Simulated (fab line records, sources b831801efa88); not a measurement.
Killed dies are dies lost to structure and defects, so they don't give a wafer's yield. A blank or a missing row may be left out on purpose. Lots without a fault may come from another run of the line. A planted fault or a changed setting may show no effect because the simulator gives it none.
Chamber matching | flow sky130 | SKY_PASSIVATION_ETCH_11 on rie_diel-04: 4 sister chambers
The step etches the open film in CF4/O2, stops on AlCu, target depth 725 nm, time 161.1 s. 4 wafers are shown with their chamber, then 8 later ones without.

WAFERS WITH THEIR CHAMBER
wafer  | chamber | drypump_motor_current_A (A)
L087.5 | 2       | 6.2
L091.4 | 3       | 6.5
L092.6 | 1       | 5.7
L094.1 | 0       | 5.3

WAFERS WITHOUT THEIR CHAMBER
wafer  | drypump_motor_current_A (A)
L094.2 | 6.3
L094.3 | 6.4
L094.4 | 5.7
L094.5 | 5.2
L094.6 | 6.4
L095.2 | 6.2
L095.3 | 5.7
L095.6 | 6.2

WHICH CHAMBER EACH WENT THROUGH
wafer  | from the rows above     | in truth
L094.2 | can't be placed: 2 or 3 | 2
L094.3 | can't be placed: 3 or 2 | 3
L094.4 | 1                       | 1
L094.5 | 0                       | 0
L094.6 | can't be placed: 3 or 2 | 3
L095.2 | 2                       | 2
L095.3 | 1                       | 1
L095.6 | 2                       | 2
Placed correctly: 5 of 8. Can't be placed from these rows: 3 (the true chamber is among the candidates in 3). Placed wrongly: 0.
How it was worked out, from the rows above alone: a wafer's distance from a chamber is the root of the sum, over the readings, of the square of ((its reading less the chamber's mean) divided by the reading's scatter). The wafer belongs to the nearest chamber; if the next one is less than 2 further off, it can't be placed. A chamber's mean is the mean of its shown wafers. The scatter: with one shown wafer a chamber, the root of the mean of the squares of how far each hidden wafer lies from its nearest shown one.
